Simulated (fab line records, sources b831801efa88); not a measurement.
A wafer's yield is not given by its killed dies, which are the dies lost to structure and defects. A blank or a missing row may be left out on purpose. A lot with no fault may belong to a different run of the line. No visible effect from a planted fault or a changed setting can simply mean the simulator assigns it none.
Comparing a struck lot with a sound one	flow sky130	38 out of 708 route steps
Sound: wafers L493.3, L493.5, L493.6. Struck: wafers L484.2, L484.3, L484.5. The cause is given at the end.
For every step that has rows: the tool of each side, followed by ch and its chambers, followed by its first start. Under that, the readings that differ: sound wafers	struck wafers	difference of the means	sigmas: that difference in standard deviations of wafers without a fault.
alike: a reading whose means differ by less than 2 such deviations, as well as words and numbers matching on both sides. not compared: withheld readings; readings where some wafer has no value; bounds like >300 that might hide an equal value; numbers whose values overlap and for which the record gives no deviation.
A row with sigmas, a row that says differs or no value, or rows on one side alone: a step with any of these is where the two part. When numbers do not overlap yet have no deviation, they are printed without sigmas and do not part them. A reading missing from all wafers of one side parts the sides only when that side holds two or more wafers.

first, 10 steps without rows for these wafers: SKY_RES_PROTECT_DEHYDRATE_00 (time 60 s); SKY_RES_PROTECT_HMDS_01 (prime time 60 s); SKY_RES_PROTECT_COAT_02 (resist thk 1140 nm); SKY_RES_PROTECT_SOFTBAKE_03 (time 60 s); SKY_RES_PROTECT_EXPOSE_04 (exposes mask RPM, target cd 1270 nm); SKY_RES_PROTECT_PEB_05; SKY_RES_PROTECT_DEVELOP_06 (develop time 60 s); SKY_POLY_GATE_IMPLANT_02; SKY_RES_PROTECT_STRIP_07 (strips in O2/N2); SKY_RES_PROTECT_CLEAN_09 (cleans in SC1/SC2, time 150 s).
SKY_POLY_GATE_CVD_03: deposits Si3N4 from DCS/NH3, target thk 75 nm, time 1290 s.
  sound on lpcvd-02 ch 0, day 23 08:35; struck on lpcvd-02 ch 0, day 19 08:17
reading	sound	struck	difference	sigmas
model.Si3N4_of_POLY_GATE_CVD_03.thkNm (nm)	74.66 73.94 74.95	115.6 115.8 115.5	+41.1	
SKY_POLY_GATE_THK_MEAS_04:
  sound: filmMetro-03 at day 23 10:39; struck: filmMetro-02 at day 19 09:39
reading	sound	struck	difference	sigmas
POLY_GATE_CVD_03_THK (nm)	74.7 74.0 75.0	115.5 115.8 115.4	+41.0	+59
then, 9 steps without rows for these wafers: SKY_POLY_GATE_DEHYDRATE_05 (time 60 s); SKY_POLY_GATE_HMDS_06 (prime time 60 s); SKY_POLY_GATE_COAT_07 (resist thk 110 nm); SKY_POLY_GATE_COAT_08 (resist thk 450 nm); SKY_POLY_GATE_SOFTBAKE_09 (time 90 s); SKY_POLY_GATE_EXPOSE_10 (exposes mask P1M, target cd 150 nm); SKY_POLY_GATE_PEB_11; SKY_POLY_GATE_DEVELOP_12 (develop time 60 s); SKY_POLY_GATE_ETCH_15 (etches BARC in N2/H2, stops on SiO2, time 118.5 s, target depth 110 nm).
SKY_POLY_GATE_ETCH_16: etches Si3N4 in CH3F/O2, stops on poly-Si, time 147.5 s, target depth 75 nm.
  sound on rieDiel-04 ch 1,2, day 24 17:10; struck on rieDiel-03 ch 0,3, day 20 16:43
reading	sound	struck	difference	sigmas
oesProductAu (a.u.)	0.637 0.642 0.636	0.787 0.778 0.782	+0.144	+28
throttleValvePct (%)	10.541 10.521 10.534	10.564 10.540 10.548	+0.019	+2
model.etch.depthNm (nm)	74.66 73.94 74.95	115.6 115.8 115.5	+41.1	
  alike: drypumpMotorCurrentA
  not compared: rfHoursCounterH
then, 13 steps without rows for these wafers: SKY_POLY_GATE_ETCH_17 (etches poly-Si in HBr/Cl2, stops on SiO2, target depth 180 nm, time 70.5 s); SKY_POLY_GATE_STRIP_18 (strips in O2/N2); SKY_POLY_GATE_CLEAN_19 (cleans in SC1/SC2, time 150 s); SKY_POLY_GATE_OXIDATION_20 (stabilise 600 s, purge 300 s, target thk 4 nm); SKY_LDD_N_DEHYDRATE_00 (time 60 s); SKY_LDD_N_HMDS_01 (prime time 60 s); SKY_LDD_N_COAT_02 (resist thk 300 nm); SKY_LDD_N_SOFTBAKE_03 (time 60 s); SKY_LDD_N_EXPOSE_04 (exposes mask NTM, target cd 840 nm); SKY_LDD_N_PEB_05; SKY_LDD_N_DEVELOP_06 (develop time 60 s); SKY_LDD_N_IMPLANT_08; SKY_LDD_N_IMPLANT_09.
-- a jump in the record: the struck wafers' starts before and after are 6 days apart (it breaks off in module LDD_N and resumes in module LDD_LDN, where the first step shown is number 303 of the route) --
SKY_LDD_LDN_CLEAN_14: cleans in SC1/SC2, time 150 s.
  sound on wetBench-02 ch 2, day 30 21:11; struck on wetBench-03 ch 0, day 26 23:19
reading	sound	struck	difference	sigmas
model.Si3N4_of_POLY_GATE_CVD_03.thkNm (nm)	74.52 73.8 74.81	115.5 115.6 115.3	+41.1	
SKY_POLY_CUT_ETCH_11: etches Si3N4 in CF4/CH2F2/Ar, stops on poly-Si, time 42.5 s, target depth 60 nm.
  sound on rieDiel-01 ch 0,1, day 32 02:20; struck on rieDiel-02 ch 2,3, day 28 05:49
reading	sound	struck	difference	sigmas
oesProductAu (a.u.)	0.825 0.818 0.826	1.009 0.991 0.993	+0.175	+28
throttleValvePct (%)	14.980 14.995 14.989	15.011 15.024 15.009	+0.027	+3
model.etch.depthNm (nm)	61.63 61.08 61.81	85.39 83.67 83.98	+22.84	
model.POLY_CUT.featureDepthNm (nm)	61.63 61.08 61.81	85.39 83.67 83.98	+22.84	
  alike: ch2f2FlowSccm, drypumpMotorCurrentA
  not compared: rfHoursCounterH
-- a jump in the record: the struck wafers' starts before and after are 20 days apart (it breaks off in module POLY_CUT and resumes in module PAD_OPEN, where the first step shown is number 708 of the route) --
SKY_PAD_OPEN_PROBE_99:
  the record has rows for the struck wafers here (prober-02, day 48 12:42) and none for the sound ones

WHERE THEY PART
Earliest at SKY_POLY_GATE_THK_MEAS_04; latest, in this record, at SKY_PAD_OPEN_PROBE_99.

WHY: whatever the simulator had introduced
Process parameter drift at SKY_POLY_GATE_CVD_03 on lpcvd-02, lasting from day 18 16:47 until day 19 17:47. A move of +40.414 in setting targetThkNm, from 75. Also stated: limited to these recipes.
